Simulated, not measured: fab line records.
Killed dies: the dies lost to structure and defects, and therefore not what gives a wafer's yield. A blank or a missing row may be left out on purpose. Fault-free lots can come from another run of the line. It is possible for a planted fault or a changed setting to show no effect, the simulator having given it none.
A single fault, viewed from 2 desks	flow gf180mcu	each desk holds nothing but its own numbers, with what lay behind them at the end

## AT THE TOOL OWNER'S DESK: ilineStepper-02
The tool's own readings at GF_VT_IMPLANT_EXPOSE_15 (exposes mask Nwell LV AREA, target cd 860 nm): means of the sampled wafers that have a number, for each lot that ran on this tool. A lot is out of limits, marked OUT, if its mean lies more than 4 standard deviations from the usual mean; the brackets give that distance.
Columns: A = exposureDoseMJCm2 at GF_VT_IMPLANT_EXPOSE_15, usual 140.05; B = focusOffsetNm at GF_VT_IMPLANT_EXPOSE_15, usual 0.0 nm; C = reticleTempC at GF_VT_IMPLANT_EXPOSE_15, usual 23.00 C
lot	first seen here	A	B	C
L101	day 5 23:40	140.16	-0.0	22.89
L103	day 6 12:56	140.04	0.4	22.88
L105	day 7 00:32	140.10	-0.4	22.89
L110	day 8 06:32	140.05	0.5	23.01
L117	day 10 00:58	140.18	0.1	22.87
L119	day 10 13:43	139.93	-0.7	22.96
L120	day 10 21:27	140.10	0.2	22.87
L123	day 11 14:54	139.83	-0.1	22.94
L124	day 11 22:01	140.17	0.4	23.06
This desk found nothing out of limits on any of the 9 lots.

## METROLOGY DESK
What the gauges read for every lot (on any tool): the sampled wafers with a number, averaged. A lot is out of limits, marked OUT, if its mean lies more than 4 standard deviations from the usual mean; the brackets give that distance.
Columns: A = STI_OXIDATION_THK at GF_STI_THK_MEAS_02, usual 9.94 nm; B = MVPSD_TW at GF_MVPSD_TW_MEAS_11, usual 547
lot	first seen here	A	B
L101	day 1 12:10	9.78	543
L103	day 1 21:31	9.69	550
L105	day 2 08:01	9.71	551
L107	day 2 17:32	10.16	551
L108	day 2 22:35	9.77	545
L109	day 3 03:42	9.92	549
L110	day 3 08:31	9.79	552
L112	day 3 18:53	9.83	550
L115	day 4 10:10	9.81	537
L117	day 4 19:40	9.97	550
L119	day 5 05:32	10.14	550
L120	day 5 11:50	10.34	541
L121	day 5 15:32	10.03	540
L123	day 6 01:31	10.24	549
L124	day 6 06:31	10.04	549
This desk found nothing out of limits on any of the 15 lots.

## BROUGHT TOGETHER
Nothing out of limits was seen by the tool owner's desk.
From the metrology desk's view, nothing was out of limits.

## WHAT WAS PUT IN BY THE SIMULATOR
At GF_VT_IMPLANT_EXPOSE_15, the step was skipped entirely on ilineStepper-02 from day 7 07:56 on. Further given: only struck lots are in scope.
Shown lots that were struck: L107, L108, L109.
